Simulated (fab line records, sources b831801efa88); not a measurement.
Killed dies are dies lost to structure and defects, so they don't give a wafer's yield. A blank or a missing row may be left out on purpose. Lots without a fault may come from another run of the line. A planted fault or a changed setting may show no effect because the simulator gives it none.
fab line records | flow sfq_line
record lots=14 wafers=42 last_day=82
route steps=325 shown M1@69
lots that met no fault: from a run of the same line without faults
start_h: hours from the record's first day to the start of the lot's first wafer shown | wait_h: hours since the lot's step before | " the same as in the row above | L1.1+2: a row that stands for several wafers | - no value, or no start given | * or withheld: withheld | < > ~ a bound
route shown NAME@n: a module of which the file shows steps, and the number in the route of the first | usual: mean/standard deviation of fault-free wafers | same: alike in all rows | chamber/n: place in a boat | sites: the reading at each site | _std_site: their standard deviation | _edge_site: outer sites' mean less inner sites' | radius_mm: how far each site lies from the wafer's centre | mask NAME#n: copy n | behind: the tool/chamber that last shaped the wafer | hold: why the lot was held/for how many hours/how that ended | device: the transistor (n, p or np) that didn't switch | end of line: the same wafers' tests at the end of the route | a step without rows: its recipe alone | killed: dies lost to structure and defects at the first sort, not the wafer's yield | map: a wafer's dies, x killed, . not, _ none there
set.NAME: the setting as run; set.NAME@STEP: as run at that earlier step | model.NAME: the simulator's own value behind a step, which no gauge read
steps of the route over a sample of lots; a table a step, a row a wafer
services: from which hour (start_h, from the record's first day; less than 0 if before it) a tool's chamber was out of use, for how many hours, and why
## steps
# step SFQ_TRILAYER_M1_BARC_OPEN_METAL_ETCH_054
# recipe mask_material=PR chemistry=O2 target_depth_nm=125 target=BARC icp_w=600 bias_w=80 pressure_mtorr=10 time_s=41.7
# usual drypump_motor_current_A=5.6/0.45 oes_product_au=0.686/0.0047 run_length_s=69.9/0.46
# columns lot.wafer tool chamber start_h wait_h drypump_motor_current_A oes_product_au rf_hours_counter_h run_length_s
L555.1 rie_metal-04 1 343.98 0.0 5.0 0.686 151 70.6
L555.2 " 0 " " 5.2 0.691 58 70.2
L555.5 " 0 " " 5.3 0.686 - 70.1
L556.1 rie_metal-01 0 347.58 0.0 6.1 0.687 42 69.3
L556.2 " 1 " " 5.5 0.688 169 70.1
L556.3 " 1 " " 5.5 0.694 - 70.0
L557.2 rie_metal-01 1 356.08 0.0 5.5 0.686 171 70.1
L557.4 " 1 " " 5.5 0.690 - 70.4
L557.6 " 0 " " 6.1 0.683 - 69.1
L558.3 rie_metal-01 0 359.70 0.0 6.1 0.685 - 69.5
L558.4 " 1 " " 5.5 0.692 - 70.0
L558.6 " 1 " " 5.5 0.683 - 69.9
L561.3 rie_metal-04 1 382.35 0.0 5.0 0.690 - 70.1
L561.4 " 0 " " 5.3 0.688 - 70.3
L561.6 " 1 " " 5.0 0.686 - 70.3
L562.2 rie_metal-04 0 412.60 0.0 5.3 0.696 68 70.0
L562.3 " 0 " " 5.2 0.679 - 70.3
L562.6 " 1 " " 5.0 0.682 - 70.9
L563.2 rie_metal-01 0 417.40 0.0 6.1 0.685 55 69.6
L563.3 " 1 " " 5.5 0.696 - 70.0
L563.4 " 0 " " 6.1 0.691 - 69.0
L564.4 rie_metal-02 1 427.02 0.0 5.6 0.689 - 69.5
L564.5 " 1 " " 5.6 0.682 - 70.0
L564.6 " 0 " " 6.4 0.692 - 70.1
L573.1 rie_metal-04 1 575.21 0.0 5.0 0.633 13 77.8
L573.2 " 0 " " 5.2 0.625 99 77.4
L573.3 " 0 " " 5.2 0.628 - 78.1
L574.1 rie_metal-04 0 584.81 0.0 5.3 0.639 101 77.6
L574.5 " 0 " " 5.3 0.643 - 77.4
L574.6 " 1 " " 5.0 0.649 - 77.9
L575.1 rie_metal-01 0 592.01 0.0 6.1 0.688 88 69.0
L575.3 " 0 " " 6.1 0.681 - 69.3
L575.5 " 1 " " 5.5 0.685 - 70.1
L576.1 rie_metal-02 0 605.21 0.0 6.5 0.680 65 69.9
L576.2 " 1 " " 5.6 0.683 57 69.4
L576.5 " 0 " " 6.4 0.683 - 69.6
L577.2 rie_metal-01 1 606.41 0.0 5.5 0.691 34 70.1
L577.4 " 0 " " 6.1 0.689 - 69.1
L577.6 " 1 " " 5.5 0.685 - 69.9
L578.2 rie_metal-01 1 612.41 0.0 5.5 0.694 35 70.3
L578.3 " 1 " " 5.5 0.681 - 70.4
L578.4 " 0 " " 6.1 0.688 - 69.5
## services
# columns tool chamber start_h hours kind
rie_metal-01 1 376.36 - clean
rie_metal-01 1 376.36 21.7 scheduled_down
rie_metal-01 1 376.36 21.7 vent_cycle
rie_metal-01 1 429.38 7.9 repair
rie_metal-04 1 476.96 - clean
rie_metal-04 1 476.96 11.5 scheduled_down
rie_metal-04 1 476.96 11.5 vent_cycle
rie_metal-02 0 561.76 15.5 repair
rie_metal-04 1 564.81 3.6 repair
rie_metal-04 - 607.04 2.2 repair
## key
first_sign step=SFQ_TRILAYER_M1_BARC_OPEN_METAL_ETCH_054 reading=run_length_s direction=up sigmas=17 usual=* struck=*
effect step=SFQ_TRILAYER_M1_BARC_OPEN_METAL_ETCH_054 reading=oes_product_au direction=down sigmas=11 usual=0.686 struck=0.636
met_at SFQ_TRILAYER_M1_BARC_OPEN_METAL_ETCH_054
struck_lots L573,L574
onset_between 412.60 575.21
fault kind=process_parameter_drift tool=rie_metal-04 chamber=- onset_h=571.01 steps=SFQ_TRILAYER_M1_BARC_OPEN_METAL_ETCH_054 channel=time_s offset=* shape=step end_h=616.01 acts_in=* stated=*
